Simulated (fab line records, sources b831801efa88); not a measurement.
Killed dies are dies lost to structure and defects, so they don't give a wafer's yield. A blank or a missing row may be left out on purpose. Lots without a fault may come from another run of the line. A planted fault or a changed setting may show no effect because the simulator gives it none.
A struck lot beside a sound one | flow sky130 | 15 steps out of a route of 708
Sound: wafers L389.2, L389.4, L389.5. Struck: wafers L392.2, L392.4, L392.6. The cause comes at the end.
At each step with rows: each side's tool, then ch and its chambers, then its first start. Under that, the readings that differ: sound wafers | struck wafers | difference of the means | sigmas: that difference in standard deviations of wafers without a fault.
alike: readings whose means differ by less than 2 such deviations, and words and numbers that are the same on both sides. not compared: withheld readings, readings that some wafer has no value for, bounds like >300 that may hide the same value, and numbers for which the record gives no deviation and whose values overlap.
The two part at a step that has a row with sigmas, a row that says differs or no value, or rows on one side only. Numbers that don't overlap but have no deviation are shown without sigmas and don't part them. A reading that every wafer of one side lacks parts them only if that side has two wafers or more.

first, 1 step without rows for these wafers: SKY_VIA2_ETCH_15 (etches SiO2 in C4F8/O2/Ar, stops on TiN, target depth 546 nm, time 84 s).
SKY_VIA2_STRIP_16: strips in O2/N2.
  sound on plasma_asher-02 ch 0,1, day 36 17:37; struck on plasma_asher-02 ch 0,1, day 38 19:30
  alike: chamber_pressure_mTorr, drypump_motor_current_A, n2_flow_sccm, oes_product_au, strip_time_to_endpoint_s
  not compared: rf_hours_counter_h
then, 3 steps without rows for these wafers: SKY_VIA2_STRIP_17 (strips in post etch residue remover, time 1200 s); SKY_VIA2_CLEAN_18 (cleans in IPA, time 180 s); SKY_VIA2_CLEAN_19 (cleans in O3/DIW).
SKY_VIA2_SPUTTER_20: material TiN, target thk 20 nm, time 80 s.
  sound on pvd_sputter-01, day 36 18:13; struck on pvd_sputter-04, day 38 20:08
  alike: cathode_dc_power_W, chamber_pressure_pa, throttle_valve_pct
then, 1 step without rows for these wafers: SKY_VIA2_CVD_21 (deposits W, target thk 420 nm, time 126.4 s).
SKY_VIA2_RS_MEAS_22: measures by four-point-probe.
  sound on film_metro-02, day 36 18:26; struck on film_metro-03, day 38 20:20
  alike: VIA2_W_RS
SKY_VIA2_THK_MEAS_23: measures by xrf.
  sound on film_metro-02, day 36 18:32; struck on film_metro-03, day 38 20:27
  alike: VIA2_W_THK
SKY_VIA2_CMP_24: polishes, stops on SiO2, t overpolish 20 s, target thk 0 nm.
  sound on cmp-02 ch 0,1,3, day 36 18:38; struck on cmp-02 ch 0,1, day 38 20:30
  alike: motor_current_A, overpolish_run_s, time_to_endpoint_s
then, 1 step without rows for these wafers: SKY_METAL3_SPUTTER_00 (material Ti, target thk 15 nm, time 10 s).
SKY_METAL3_SPUTTER_01: material TiN, target thk 20 nm, time 16.7 s.
  sound on pvd_sputter-02, day 36 18:55; struck on pvd_sputter-02, day 38 20:49
  alike: cathode_dc_power_W, chamber_pressure_pa, throttle_valve_pct
SKY_METAL3_SPUTTER_02: material AlCu, target thk 735 nm, time 39.1 s.
  sound on pvd_sputter-02, day 36 18:56; struck on pvd_sputter-02, day 38 20:51
  no value came back on the struck wafers for cathode_dc_power_W (W), chamber_pressure_pa (Pa), throttle_valve_pct (%); on the sound wafers cathode_dc_power_W (W) reads 10599 10597 10598
SKY_METAL3_SPUTTER_03: material Ti, target thk 5 nm, time 3.3 s.
  sound on pvd_sputter-02, day 36 18:58; struck on pvd_sputter-02, day 38 20:53
  alike: cathode_dc_power_W, chamber_pressure_pa, throttle_valve_pct
-- the record jumps here: 9 days lie between the struck wafers' starts before and after (it left off in module METAL3 and takes up again in module PAD_OPEN, whose first step shown is number 708 of the route) --
SKY_PAD_OPEN_PROBE_99:
  sound on prober-02, day 46 04:10; struck on prober-02, day 47 20:44
  reading                  | sound          | struck                                                                     | difference                   | sigmas
  hold                     | - - -          | await_dispo/2.9h/release await_dispo/2.9h/release await_dispo/2.9h/release | no value on the sound wafers |
  defect_limited_yield (%) | 81.9 83.3 83.9 | 0 0 0                                                                      | -83                          | -44
  killed_at_M0_to_M3       | 48 41 44       | 453 439 452                                                                | +404                         | +63
  killed_dies              | 89 82 79       | 492 492 492                                                                | +409                         | +43
  killed_on_rim            | 17 14 21       | 96 96 96                                                                   | +79                          | +20
  sort_bin_5_function (%)  | 10.6 10.2 10.8 | 92.3 92.1 90.2                                                             | +81.0                        | +51
  sort_n_pass              | 403 410 413    | 0 0 0                                                                      | -409                         | -43
  sort_yield_pct (%)       | 81.9 83.3 83.9 | 0 0 0                                                                      | -83                          | -44
  alike: killed_at_M4_up, killed_at_contacts, killed_at_front_end, killed_at_other, killed_open, killed_short, sort_bin_3_pad_short, sort_bin_6_memory

WHERE THEY PART
First at SKY_METAL3_SPUTTER_02; last, within this record, at SKY_PAD_OPEN_PROBE_99.

WHY: what the simulator had put in
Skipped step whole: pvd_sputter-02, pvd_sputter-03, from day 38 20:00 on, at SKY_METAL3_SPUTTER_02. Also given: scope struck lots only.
